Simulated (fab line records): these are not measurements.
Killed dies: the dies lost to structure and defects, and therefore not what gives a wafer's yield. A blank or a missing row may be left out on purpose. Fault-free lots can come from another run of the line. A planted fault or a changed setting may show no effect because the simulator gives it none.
fab line records	flow gf180mcu
record: lots: 5	wafers: 15	last_day: 32
route steps=602 shown NWELL@137 LVPWELL@138 MVPSD@139 VT_IMPLANT@140 DUAL_GATE@141 POLY_GATE@157
lots that met no fault: from a run of the same line without faults
start_h: hours from the record's opening day to when the first of the lot's shown wafers began	wait_h: hours from the lot's prior step to this one	" identical to the entry in the row above	L1.1+2: several wafers, shown together as one row	- either no value or no given start	* or withheld: withheld	< > ~ a bound
route shown NAME@n: NAME is a module with steps in the file, n the number in the route of the first one	usual: average and standard deviation across the fault-free wafers	same: alike in all rows	chamber/n: place in a boat	sites: the reading at each site	_std_site: the standard deviation of these	_edge_site: outer sites' mean less inner sites'	radius_mm: how far each site lies from the wafer's centre	mask NAME#n: copy n	behind: the most recent tool/chamber to have shaped the wafer	hold: what put the lot on hold/how long, in hours/how the hold closed	device: the n, p or np transistor that did not switch	end of line: the route-end tests of the same wafers	where a step has no rows: the recipe by itself	killed: not the wafer's yield, but the dies lost to structure and defects at the first sort	map: dies across one wafer; x = killed, . = not, _ = none there
set.NAME: the setting the step ran with; set.NAME@STEP: the setting that earlier step ran with	model.NAME: the simulator's own value behind a step, which no gauge read
lots at some steps of the route; a table a step, a row a wafer
services: from which hour (start_h, from the record's first day; less than 0 if before it) a tool's chamber was out of use, for how many hours, and why
== steps ==
step: GF_VT_IMPLANT_RS_MEAS_47
recipe: thk_meas_gauge: four-point-probe
usual: NWELL_RS: 487.7/1.5
lot.wafer	tool	chamber	start_h	wait_h	NWELL_RS[ohm/sq]
L075.2	film_metro-02	-	164.25	0.1	489.1
L075.3	"	-	"	"	489.7
L075.6	"	-	"	"	489.8
L076.1	film_metro-02	-	171.24	0.1	487.6
L076.3	"	-	"	"	486.6
L076.4	"	-	"	"	487.0
L085.4	film_metro-02	-	231.41	0.1	487.0
L085.5	"	-	"	"	488.1
L085.6	"	-	"	"	486.6
L087.2	film_metro-01	-	244.11	0.1	488.4
L087.4	"	-	"	"	486.7
L087.5	"	-	"	"	487.5
L090.3	film_metro-02	-	264.63	0.1	487.5
L090.5	"	-	"	"	486.4
L090.6	"	-	"	"	485.3
step: GF_VT_IMPLANT_RS_MEAS_48
recipe: thk_meas_gauge: four-point-probe
usual: LVPWELL_RS: 1196.6/2.9
lot.wafer	tool	chamber	start_h	wait_h	LVPWELL_RS[ohm/sq]
L075.2	film_metro-02	-	164.37	0.1	1193.6
L075.3	"	-	"	"	1192.5
L075.6	"	-	"	"	1193.8
L076.1	film_metro-02	-	171.36	0.1	1193.3
L076.3	"	-	"	"	1196.3
L076.4	"	-	"	"	1196.7
L085.4	film_metro-02	-	231.53	0.1	1199.7
L085.5	"	-	"	"	1201.1
L085.6	"	-	"	"	1202.3
L087.2	film_metro-01	-	244.23	0.1	1196.8
L087.4	"	-	"	"	1198.8
L087.5	"	-	"	"	1196.8
L090.3	film_metro-02	-	264.75	0.1	1201.0
L090.5	"	-	"	"	1200.3
L090.6	"	-	"	"	1199.6
step: GF_VT_IMPLANT_RS_MEAS_49
recipe: thk_meas_gauge: four-point-probe
usual: MVPSD_RS: 1167.7/2.8
lot.wafer	tool	chamber	start_h	wait_h	MVPSD_RS[ohm/sq]
L075.2	film_metro-02	-	164.49	0.1	1170.0
L075.3	"	-	"	"	1169.1
L075.6	"	-	"	"	1165.2
L076.1	film_metro-02	-	171.48	0.1	1165.9
L076.3	"	-	"	"	1167.5
L076.4	"	-	"	"	1167.2
L085.4	film_metro-02	-	231.65	0.1	1166.4
L085.5	"	-	"	"	1171.1
L085.6	"	-	"	"	1169.8
L087.2	film_metro-01	-	244.35	0.1	1161.9
L087.4	"	-	"	"	1169.1
L087.5	"	-	"	"	1165.9
L090.3	film_metro-02	-	264.87	0.1	1168.8
L090.5	"	-	"	"	1165.7
L090.6	"	-	"	"	1170.7
step: GF_VT_IMPLANT_WET_ETCH_50
recipe: chemistry: dHF	target_depth_nm: 20	target: SiO2	temp_c: 25.63	dilution: 100:1	time_s: 400
lot.wafer	tool	chamber	start_h	wait_h
L075.2+3+6	wet_bench-04	3	164.59	0.1
L076.1+3+4	wet_bench-02	2	171.60	0.1
L085.4+5+6	wet_bench-04	2	231.71	0.0
L087.2+4+5	wet_bench-02	0	244.45	0.1
L090.3+5+6	wet_bench-04	3	264.95	0.1
step: GF_DUAL_GATE_CLEAN_00
recipe: chemistry: SC1/SC2	mix: 1:4:20	temp_c: 70	time_s: 150
lot.wafer	tool	chamber	start_h	wait_h
L075.2+3+6	wet_bench-01	1	164.71	0.0
L076.1+3+4	wet_bench-04	2	171.84	0.0
L085.4+5+6	wet_bench-02	1	231.83	0.0
L087.2+4+5	wet_bench-01	1	244.57	0.0
L090.3+5+6	wet_bench-01	1	265.07	0.0
step: GF_DUAL_GATE_CLEAN_01
recipe: chemistry: dHF	time_s: 20	dilution: 100:1	dry: ipa_marangoni
lot.wafer	tool	chamber	start_h	wait_h
L075.2+3+6	wet_bench-02	2	164.76	0.0
L076.1+3+4	wet_bench-01	1	171.89	0.0
L085.4+5+6	wet_bench-01	3	231.88	0.0
L087.2+4+5	wet_bench-04	1	244.62	0.0
L090.3+5+6	wet_bench-02	1	265.12	0.0
step: GF_DUAL_GATE_OXIDATION_02
recipe: temp_c: 900	ambient: O2	stabilise_s: 600	purge_s: 300	target_thk_a: 108.87	ox_time_s: 1602
usual: spike_tc_lower_C: 900.5/1.5
lot.wafer	tool	chamber	start_h	wait_h	spike_tc_lower_C
L075.2	furnace-02	0	165.51	0.7	898.7
L075.3	"	0	"	"	898.8
L075.6	"	0	"	"	902.5
L076.1	furnace-02	0	172.00	0.1	901.4
L076.3	"	0	"	"	902.0
L076.4	"	0	"	"	899.3
L085.4	furnace-02	0	231.90	0.0	899.1
L085.5	"	0	"	"	900.6
L085.6	"	0	"	"	900.2
L087.2	furnace-01	0	245.96	1.3	902.3
L087.4	"	0	"	"	901.4
L087.5	"	0	"	"	900.9
L090.3	furnace-02	0	267.53	2.4	901.1
L090.5	"	0	"	"	900.7
L090.6	"	0	"	"	899.1
step: GF_DUAL_GATE_THK_MEAS_03
recipe: reads: SiO2_of_DUAL_GATE_OXIDATION_02
usual: DUAL_GATE_OXIDATION_00_THK: 10.82/0.24
lot.wafer	tool	chamber	start_h	wait_h	DUAL_GATE_OXIDATION_00_THK[nm]
L075.2	film_metro-03	-	166.97	0.0	11.25
L075.3	"	-	"	"	11.23
L075.6	"	-	"	"	11.22
L076.1	film_metro-02	-	173.44	0.0	10.83
L076.3	"	-	"	"	11.02
L076.4	"	-	"	"	10.79
L085.4	film_metro-02	-	233.37	0.0	10.72
L085.5	"	-	"	"	10.78
L085.6	"	-	"	"	10.67
L087.2	film_metro-03	-	247.42	0.0	10.41
L087.4	"	-	"	"	10.31
L087.5	"	-	"	"	10.14
L090.3	film_metro-01	-	268.99	0.0	10.75
L090.5	"	-	"	"	10.85
L090.6	"	-	"	"	10.77
step: GF_DUAL_GATE_DEHYDRATE_04
recipe: temp_c: 200	time_s: 60
lot.wafer	tool	chamber	start_h	wait_h
L075.2+3+6	litho_track-03	0	174.54	7.6
L076.1+3+4	litho_track-03	0	180.17	6.7
L085.4+5+6	litho_track-01	0	241.75	8.4
L087.2+4+5	litho_track-02	0	256.14	8.7
L090.3+5+6	litho_track-02	0	277.41	8.4
step: GF_DUAL_GATE_HMDS_05
recipe: prime_time_s: 60	prime_temp_c: 120
lot.wafer	tool	chamber	start_h	wait_h
L075.2+3+6	litho_track-03	0	174.69	0.1
L076.1+3+4	litho_track-03	0	180.32	0.1
L085.4+5+6	litho_track-01	0	241.90	0.1
L087.2+4+5	litho_track-02	0	256.29	0.1
L090.3+5+6	litho_track-02	0	277.56	0.1
step: GF_DUAL_GATE_COAT_06
recipe: resist: NOVOLAK	spin_rpm: 3000	resist_thk_nm: 1000
usual: spin_speed_rpm: 2999.9/2
lot.wafer	tool	chamber	start_h	wait_h	spin_speed_rpm
L075.2	litho_track-03	0	174.84	0.1	3000.1
L075.3	"	0	"	"	2999.6
L075.6	"	0	"	"	3001.2
L076.1	litho_track-03	0	180.47	0.1	2995.9
L076.3	"	0	"	"	2998.2
L076.4	"	0	"	"	2998.2
L085.4	litho_track-01	0	242.05	0.1	3000.7
L085.5	"	0	"	"	3003.5
L085.6	"	0	"	"	3000.9
L087.2	litho_track-02	0	256.44	0.1	3001.6
L087.4	"	0	"	"	3000.5
L087.5	"	0	"	"	3000.2
L090.3	litho_track-02	0	277.71	0.1	2999.3
L090.5	"	0	"	"	3000.4
L090.6	"	0	"	"	2998.4
step: GF_DUAL_GATE_SOFTBAKE_07
recipe: temp_c: 90	time_s: 60	resist: NOVOLAK
lot.wafer	tool	chamber	start_h	wait_h
L075.2+3+6	litho_track-03	0	174.99	0.1
L076.1+3+4	litho_track-03	0	180.62	0.1
L085.4+5+6	litho_track-01	0	242.20	0.1
L087.2+4+5	litho_track-02	0	256.59	0.1
L090.3+5+6	litho_track-02	0	277.86	0.1
step: GF_DUAL_GATE_EXPOSE_08
recipe: mask_id: Dualgate	target_cd_nm: 700	na: 0.6	source_shape: conventional	sigma_outer: 0.6	dose_mj: 140
lot.wafer	tool	chamber	start_h	wait_h	mask
L075.2+3+6	iline_stepper-01	0	-	-	Dualgate#0
L076.1+3+4	iline_stepper-01	0	-	-	Dualgate#0
L085.4+5+6	iline_stepper-02	0	-	-	Dualgate#0
L087.2+4+5	iline_stepper-02	0	-	-	Dualgate#0
L090.3+5+6	iline_stepper-01	0	-	-	Dualgate#0
step: GF_DUAL_GATE_PEB_09
recipe: temp_c: withheld	time_s: *	resist: NOVOLAK
lot.wafer	tool	chamber	start_h	wait_h
L075.2+3+6	litho_track-02	0	-	-
L076.1+3+4	litho_track-03	0	-	-
L085.4+5+6	litho_track-03	0	-	-
L087.2+4+5	litho_track-02	0	-	-
L090.3+5+6	litho_track-03	0	-	-
step: GF_DUAL_GATE_DEVELOP_10
recipe: develop_time_s: 60	dev_temp_c: 23
lot.wafer	tool	chamber	start_h	wait_h
L075.2+3+6	litho_track-02	0	182.99	0.1
L076.1+3+4	litho_track-03	0	189.22	0.1
L085.4+5+6	litho_track-03	0	251.64	0.1
L087.2+4+5	litho_track-02	0	266.49	0.1
L090.3+5+6	litho_track-03	0	288.17	0.1
step: GF_DUAL_GATE_OVL_MEAS_11
usual: DUAL_GATE_OVL: -0.1/1.5
lot.wafer	tool	chamber	start_h	wait_h	DUAL_GATE_OVL[nm]
L075.2	overlay-01	-	183.12	0.1	1.2
L075.3	"	-	"	"	-0.5
L075.6	"	-	"	"	-0.5
L076.1	overlay-01	-	189.37	0.1	0.3
L076.3	"	-	"	"	-0.1
L076.4	"	-	"	"	0.7
L085.4	overlay-02	-	251.74	0.1	-0.5
L085.5	"	-	"	"	-1.7
L085.6	"	-	"	"	-0.8
L087.2	overlay-02	-	266.64	0.1	-2.5
L087.4	"	-	"	"	-3.4
L087.5	"	-	"	"	-3.6
L090.3	overlay-01	-	288.28	0.1	0.1
L090.5	"	-	"	"	2.8
L090.6	"	-	"	"	0.5
step: GF_DUAL_GATE_WET_ETCH_12
recipe: chemistry: dHF	target_depth_nm: 13	dry: n2_spin	target: SiO2	temp_c: 25	dilution: 100:1	time_s: 260
lot.wafer	tool	chamber	start_h	wait_h
L075.2+3+6	wet_bench-01	0	183.15	0.0
L076.1+3+4	wet_bench-01	2	189.40	0.0
L085.4+5+6	wet_bench-02	1	251.75	0.0
L087.2+4+5	wet_bench-04	3	266.67	0.0
L090.3+5+6	wet_bench-04	1	288.30	0.0
step: GF_DUAL_GATE_STRIP_13
recipe: chemistry: O2/N2	power_w: 1400	pressure_mtorr: 1500	platen_temp_c: 250	o2_flow_sccm: 3000	n2_flow_sccm: 300	overash_fraction: 0.5
usual: drypump_motor_current_A: 5.7/0.38	heater_power_w: 314/17	oes_product_au: 0.716/0.0043	strip_time_to_endpoint_s: 12.65/0.038
lot.wafer	tool	chamber	start_h	wait_h	drypump_motor_current_A	heater_power_w	oes_product_au	rf_hours_counter_h	strip_time_to_endpoint_s
L075.2	plasma_asher-04	1	183.23	0.0	5.1	319	0.714	55	12.64
L075.3	"	1	"	"	5.1	322	0.711	-	12.65
L075.6	"	0	"	"	5.6	303	0.721	-	12.64
L076.1	plasma_asher-02	0	189.49	0.0	5.6	308	0.713	51	12.61
L076.3	"	0	"	"	5.6	301	0.714	-	12.63
L076.4	"	1	"	"	5.6	302	0.718	-	12.65
L085.4	plasma_asher-03	1	251.87	0.0	6.0	345	0.714	-	12.70
L085.5	"	0	"	"	6.3	299	0.725	-	12.71
L085.6	"	1	"	"	6.1	350	0.715	-	12.68
L087.2	plasma_asher-04	0	266.75	0.0	5.6	309	0.714	64	12.63
L087.4	"	0	"	"	5.6	296	0.717	-	12.69
L087.5	"	0	"	"	5.6	313	0.715	-	12.70
L090.3	plasma_asher-02	0	288.42	0.0	5.6	308	0.714	-	12.68
L090.5	"	1	"	"	5.6	306	0.708	-	12.66
L090.6	"	0	"	"	5.6	299	0.715	-	12.63
step: GF_DUAL_GATE_CLEAN_14
recipe: chemistry: SC1/SC2	mix: 1:4:20	temp_c: 70	time_s: 150	dry: n2_spin
lot.wafer	tool	chamber	start_h	wait_h
L075.2+3+6	wet_bench-02	1	183.33	0.1
L076.1+3+4	wet_bench-04	3	189.59	0.1
L085.4+5+6	wet_bench-02	3	251.93	0.0
L087.2+4+5	wet_bench-02	0	266.85	0.1
L090.3+5+6	wet_bench-04	0	288.48	0.0
step: GF_DUAL_GATE_OXIDATION_15
recipe: temp_c: 850	ambient: O2	stabilise_s: 600	purge_s: 300	target_thk_a: 70.98	ox_time_s: 1995
usual: spike_tc_lower_C: 851.0/1.6
lot.wafer	tool	chamber	start_h	wait_h	spike_tc_lower_C
L075.2	furnace-02	0	183.43	0.0	849.4
L075.3	"	0	"	"	848.7
L075.6	"	0	"	"	849.1
L076.1	furnace-01	0	189.64	0.0	852.2
L076.3	"	0	"	"	854.0
L076.4	"	0	"	"	853.2
L085.4	furnace-02	0	251.98	0.0	850.6
L085.5	"	0	"	"	848.7
L085.6	"	0	"	"	849.0
L087.2	furnace-01	0	267.58	0.7	852.5
L087.4	"	0	"	"	851.7
L087.5	"	0	"	"	852.9
L090.3	furnace-01	0	288.53	0.0	850.5
L090.5	"	0	"	"	852.4
L090.6	"	0	"	"	851.5
step: GF_POLY_GATE_CVD_00
recipe: material: poly-Si	target_thk_nm: 200	temp_c: 620	time_s: 1180	pressure_mtorr: 200
usual: spike_tc_lower_C: 620.0/1
lot.wafer	tool	chamber	start_h	wait_h	spike_tc_lower_C
L075.2	lpcvd-01	1	184.99	0.0	620.2
L075.3	"	1	"	"	620.0
L075.6	"	1	"	"	620.6
L076.1	lpcvd-01	1	191.19	0.0	620.6
L076.3	"	1	"	"	618.3
L076.4	"	1	"	"	618.9
L085.4	lpcvd-01	0	253.54	0.0	619.8
L085.5	"	0	"	"	620.2
L085.6	"	0	"	"	620.5
L087.2	lpcvd-02	1	269.14	0.0	620.8
L087.4	"	1	"	"	618.6
L087.5	"	1	"	"	620.3
L090.3	lpcvd-02	1	290.09	0.0	619.1
L090.5	"	1	"	"	619.6
L090.6	"	1	"	"	618.6
step: GF_POLY_GATE_THK_MEAS_01
recipe: reads: poly-Si_of_POLY_GATE_CVD_00
usual: POLY_GATE_CVD_00_THK: 197.1/2.1
lot.wafer	tool	chamber	start_h	wait_h	POLY_GATE_CVD_00_THK[nm]
L075.2	film_metro-04	-	186.33	0.0	193.8
L075.3	"	-	"	"	194.7
L075.6	"	-	"	"	195.8
L076.1	film_metro-03	-	192.52	0.0	196.0
L076.3	"	-	"	"	196.8
L076.4	"	-	"	"	197.2
L085.4	film_metro-03	-	254.93	0.1	195.7
L085.5	"	-	"	"	193.9
L085.6	"	-	"	"	194.3
L087.2	film_metro-04	-	270.48	0.0	197.8
L087.4	"	-	"	"	198.3
L087.5	"	-	"	"	197.1
L090.3	film_metro-04	-	291.44	0.0	197.1
L090.5	"	-	"	"	194.5
L090.6	"	-	"	"	197.6
step: GF_POLY_GATE_DEHYDRATE_02
recipe: temp_c: 200	time_s: 60
lot.wafer	tool	chamber	start_h	wait_h
L075.2+3+6	litho_track-02	0	194.39	8.1
L076.1+3+4	litho_track-03	0	200.02	7.5
L085.4+5+6	litho_track-03	0	264.04	9.1
L087.2+4+5	litho_track-02	0	279.19	8.7
L090.3+5+6	litho_track-02	0	299.81	8.4
step: GF_POLY_GATE_HMDS_03
recipe: prime_time_s: 60	prime_temp_c: 120
lot.wafer	tool	chamber	start_h	wait_h
L075.2+3+6	litho_track-02	0	194.54	0.1
L076.1+3+4	litho_track-03	0	200.17	0.1
L085.4+5+6	litho_track-03	0	264.19	0.1
L087.2+4+5	litho_track-02	0	279.34	0.1
L090.3+5+6	litho_track-02	0	299.96	0.1
step: GF_POLY_GATE_COAT_04
recipe: resist: BARC	temp_c: withheld	time_s: withheld	spin_rpm: withheld	resist_thk_nm: withheld
lot.wafer	tool	chamber	start_h	wait_h
L075.2+3+6	litho_track-02	0	194.69	0.1
L076.1+3+4	litho_track-03	0	200.32	0.1
L085.4+5+6	litho_track-03	0	264.34	0.1
L087.2+4+5	litho_track-02	0	279.49	0.1
L090.3+5+6	litho_track-02	0	300.11	0.1
step: GF_POLY_GATE_COAT_05
recipe: resist: KrF	spin_rpm: withheld	resist_thk_nm: 700
lot.wafer	tool	chamber	start_h	wait_h
L075.2+3+6	litho_track-02	0	-	-
L076.1+3+4	litho_track-03	0	-	-
L085.4+5+6	litho_track-03	0	-	-
L087.2+4+5	litho_track-02	0	-	-
L090.3+5+6	litho_track-02	0	-	-
step: GF_POLY_GATE_SOFTBAKE_06
recipe: temp_c: 130	time_s: 60	resist: KrF
lot.wafer	tool	chamber	start_h	wait_h
L075.2+3+6	litho_track-02	0	-	-
L076.1+3+4	litho_track-03	0	-	-
L085.4+5+6	litho_track-03	0	-	-
L087.2+4+5	litho_track-02	0	-	-
L090.3+5+6	litho_track-02	0	-	-
step: GF_POLY_GATE_EXPOSE_07
recipe: mask_id: Poly2	target_cd_nm: 280	na: 0.68	source_shape: conventional	sigma_outer: 0.6	dose_mj: 28
lot.wafer	tool	chamber	start_h	wait_h	mask
L075.2+3+6	krf_scanner-02	0	-	-	Poly2#0
L076.1+3+4	krf_scanner-02	0	-	-	Poly2#0
L085.4+5+6	krf_scanner-02	0	-	-	Poly2#0
L087.2+4+5	krf_scanner-01	0	-	-	Poly2#0
L090.3+5+6	krf_scanner-02	0	-	-	Poly2#0
step: GF_POLY_GATE_PEB_08
recipe: peb_temp_c: 135	peb_time_s: 90	resist: KrF
lot.wafer	tool	chamber	start_h	wait_h
L075.2+3+6	litho_track-02	0	-	-
L076.1+3+4	litho_track-03	0	-	-
L085.4+5+6	litho_track-04	0	-	-
L087.2+4+5	litho_track-04	0	-	-
L090.3+5+6	litho_track-03	0	-	-
step: GF_POLY_GATE_DEVELOP_09
recipe: develop_time_s: 60	resist: KrF	dev_temp_c: 21
lot.wafer	tool	chamber	start_h	wait_h
L075.2+3+6	litho_track-02	0	203.94	0.2
L076.1+3+4	litho_track-03	0	209.22	0.2
L085.4+5+6	litho_track-04	0	273.75	0.1
L087.2+4+5	litho_track-04	0	289.95	0.2
L090.3+5+6	litho_track-03	0	311.27	0.1
step: GF_POLY_GATE_CD_MEAS_10
recipe: target_cd_nm: 280
usual: cd_nm: 280.3/1.4
lot.wafer	tool	chamber	start_h	wait_h	cd_nm
L075.2	cd_sem-02	-	204.09	0.1	279.4
L075.3	"	-	"	"	278.9
L075.6	"	-	"	"	279.4
L076.1	cd_sem-02	-	209.37	0.1	279.3
L076.3	"	-	"	"	279.4
L076.4	"	-	"	"	280.9
L085.4	cd_sem-01	-	273.89	0.1	280.9
L085.5	"	-	"	"	281.6
L085.6	"	-	"	"	281.9
L087.2	cd_sem-01	-	290.10	0.1	280.9
L087.4	"	-	"	"	281.5
L087.5	"	-	"	"	280.5
L090.3	cd_sem-02	-	311.41	0.1	281.0
L090.5	"	-	"	"	280.6
L090.6	"	-	"	"	280.3
step: GF_POLY_GATE_OVL_MEAS_11
usual: POLY_GATE_OVL: 0/6.2
lot.wafer	tool	chamber	start_h	wait_h	POLY_GATE_OVL[nm]
L075.2	overlay-02	-	204.19	0.1	-3
L075.3	"	-	"	"	-5
L075.6	"	-	"	"	-1
L076.1	overlay-02	-	209.49	0.1	9
L076.3	"	-	"	"	4
L076.4	"	-	"	"	-2
L085.4	overlay-01	-	273.97	0.1	0
L085.5	"	-	"	"	-2
L085.6	"	-	"	"	-2
L087.2	overlay-01	-	290.20	0.1	2
L087.4	"	-	"	"	6
L087.5	"	-	"	"	3
L090.3	overlay-01	-	311.50	0.1	5
L090.5	"	-	"	"	4
L090.6	"	-	"	"	1
step: GF_POLY_GATE_ETCH_12
recipe: chemistry: N2/H2	target_depth_a: withheld	overetch_a: withheld	time_s: withheld	target: BARC	ion_energy_ev: 200	source_w: 500	bias_w: 100	pressure_mtorr: 30	n2_flow_sccm: 100	h2_flow_sccm: 200
usual: drypump_motor_current_A: 5.6/0.32	oes_product_au: 0.735/0.0045	throttle_valve_pct: 13.214/0.0086
lot.wafer	tool	chamber	start_h	wait_h	drypump_motor_current_A	oes_product_au	throttle_valve_pct
L075.2	rie_diel-04	1	204.22	0.0	5.9	0.738	13.217
L075.3	"	2	"	"	5.1	0.743	13.219
L075.6	"	0	"	"	5.3	0.743	13.208
L076.1	rie_diel-01	1	209.52	0.0	5.6	0.733	13.217
L076.3	"	2	"	"	6.0	0.730	13.214
L076.4	"	3	"	"	5.8	0.730	13.223
L085.4	rie_diel-03	2	273.98	0.0	6.0	0.735	13.217
L085.5	"	2	"	"	5.9	0.737	13.215
L085.6	"	1	"	"	5.1	0.735	13.220
L087.2	rie_diel-04	1	290.23	0.0	5.8	0.732	13.205
L087.4	"	2	"	"	5.1	0.737	13.216
L087.5	"	2	"	"	5.1	0.729	13.213
L090.3	rie_diel-04	1	311.52	0.0	5.8	0.741	13.222
L090.5	"	3	"	"	5.1	0.728	13.223
L090.6	"	0	"	"	5.3	0.731	13.214
step: GF_POLY_GATE_ETCH_13
recipe: target: poly-Si	target_depth_nm: 198.5	stop_on: SiO2	over_etch_frac: 0.403	chemistry: HBr/Cl2	icp_w: 400	bias_w: 100	pressure_mtorr: 10	HBr_flow_sccm: 150	Cl2_flow_sccm: 50	time_s: 69.6
usual: drypump_motor_current_A: 6.1/0.3	oes_product_au: 0.987/0.007	throttle_valve_pct: 33.685/0.0083
same: over_etch_frac: 0.403
lot.wafer	tool	chamber	start_h	wait_h	drypump_motor_current_A	oes_product_au	rf_hours_counter_h	throttle_valve_pct
L075.2	rie_si-02	0	204.27	-	6.2	0.972	105	33.691
L075.3	"	1	"	"	5.8	0.981	89	33.689
L075.6	"	3	"	"	6.7	0.981	-	33.679
L076.1	rie_si-02	3	209.58	-	6.8	0.986	1	33.684
L076.3	"	1	"	"	5.8	0.978	89	33.672
L076.4	"	2	"	"	6.6	0.990	108	33.696
L085.4	rie_si-01	3	274.03	-	6.0	0.989	81	33.676
L085.5	"	0	"	"	6.2	0.978	-	33.690
L085.6	"	3	"	"	6.0	0.987	-	33.692
L087.2	rie_si-02	2	290.28	-	6.6	0.982	0	33.683
L087.4	"	1	"	"	5.8	0.990	-	33.685
L087.5	"	3	"	"	6.8	0.987	-	33.695
L090.3	rie_si-01	3	311.57	-	6.1	0.979	81	33.682
L090.5	"	1	"	"	5.9	0.991	-	33.693
L090.6	"	0	"	"	6.2	0.987	-	33.704
step: GF_POLY_GATE_STRIP_14
recipe: chemistry: O2/N2	power_w: 1400	pressure_mtorr: 1500	platen_temp_c: 250	o2_flow_sccm: 3000	n2_flow_sccm: 300	overash_fraction: 0.5
usual: drypump_motor_current_A: 6.12/0.25	heater_power_w: 318/26	oes_product_au: 0.505/0.0047
lot.wafer	tool	chamber	start_h	wait_h	drypump_motor_current_A	heater_power_w	oes_product_au	rf_hours_counter_h
L075.2	plasma_asher-03	1	204.33	0.0	6.04	347	0.507	44
L075.3	"	0	"	"	6.32	302	0.507	-
L075.6	"	1	"	"	6.05	344	0.510	-
L076.1	plasma_asher-02	1	209.63	0.0	5.61	313	0.505	53
L076.3	"	1	"	"	5.61	307	0.506	-
L076.4	"	0	"	"	5.61	306	0.504	-
L085.4	plasma_asher-03	1	274.12	0.1	6.04	358	0.506	-
L085.5	"	0	"	"	6.33	302	0.507	-
L085.6	"	1	"	"	6.03	352	0.507	-
L087.2	plasma_asher-03	1	290.34	0.0	6.06	349	0.505	52
L087.4	"	0	"	"	6.32	299	0.501	-
L087.5	"	0	"	"	6.30	290	0.499	-
L090.3	plasma_asher-01	0	311.66	0.1	6.40	293	0.512	-
L090.5	"	0	"	"	6.40	289	0.508	-
L090.6	"	1	"	"	6.02	349	0.505	-
step: GF_POLY_GATE_CLEAN_15
recipe: chemistry: SC1/SC2	mix: 1:4:20	temp_c: 70	time_s: 150	dry: n2_spin
lot.wafer	tool	chamber	start_h	wait_h
L075.2+3+6	wet_bench-04	0	204.43	0.1
L076.1+3+4	wet_bench-04	0	209.73	0.1
L085.4+5+6	wet_bench-04	2	274.19	0.0
L087.2+4+5	wet_bench-03	1	290.46	0.1
L090.3+5+6	wet_bench-04	0	311.78	0.1
step: GF_POLY_GATE_OXIDATION_16
recipe: temp_c: 850	ambient: O2	stabilise_s: 600	purge_s: 300	target_thk_a: 40	ox_time_s: 899
usual: spike_tc_lower_C: 850.9/1.6
lot.wafer	tool	chamber	start_h	wait_h	spike_tc_lower_C
L075.2	furnace-01	0	205.38	0.9	853.0
L075.3	"	0	"	"	851.3
L075.6	"	0	"	"	853.0
L076.1	furnace-01	0	209.78	0.0	852.1
L076.3	"	0	"	"	851.3
L076.4	"	0	"	"	853.2
L085.4	furnace-01	0	274.88	0.6	851.2
L085.5	"	0	"	"	854.3
L085.6	"	0	"	"	852.7
L087.2	furnace-02	0	290.51	0.0	850.1
L087.4	"	0	"	"	850.5
L087.5	"	0	"	"	849.8
L090.3	furnace-01	0	311.84	0.0	851.3
L090.5	"	0	"	"	851.8
L090.6	"	0	"	"	852.1
== services ==
tool	chamber	start_h	hours	kind
wet_bench-02	-	155.45	1.9	pm
iline_stepper-01	-	163.63	4.5	repair
furnace-01	-	166.25	2.8	pm
krf_scanner-02	-	176.27	3.5	repair
furnace-02	-	191.51	3.7	pm
plasma_asher-03	-	197.16	1.6	repair
rie_diel-04	3	201.48	6.8	repair
wet_bench-01	-	208.42	4.4	pm
rie_diel-04	1	210.78	7.6	repair
iline_stepper-01	-	211.82	0.9	repair
krf_scanner-02	-	212.31	1.0	pm
krf_scanner-02	-	214.70	1.3	pm
iline_stepper-01	-	215.52	10.7	repair
rie_si-02	-	230.81	2.8	pm
rie_diel-04	-	231.93	2.1	repair
furnace-02	-	244.59	4.1	pm
rie_si-02	0	245.30	6.5	repair
wet_bench-04	-	257.42	5.5	repair
furnace-01	-	257.44	7.4	repair
lpcvd-01	-	257.95	0.4	repair
furnace-01	-	279.77	2.5	pm
krf_scanner-02	-	294.78	0.8	pm
rie_diel-04	1	303.86	7.0	repair
wet_bench-01	-	309.97	6.3	repair
== key ==
fault none
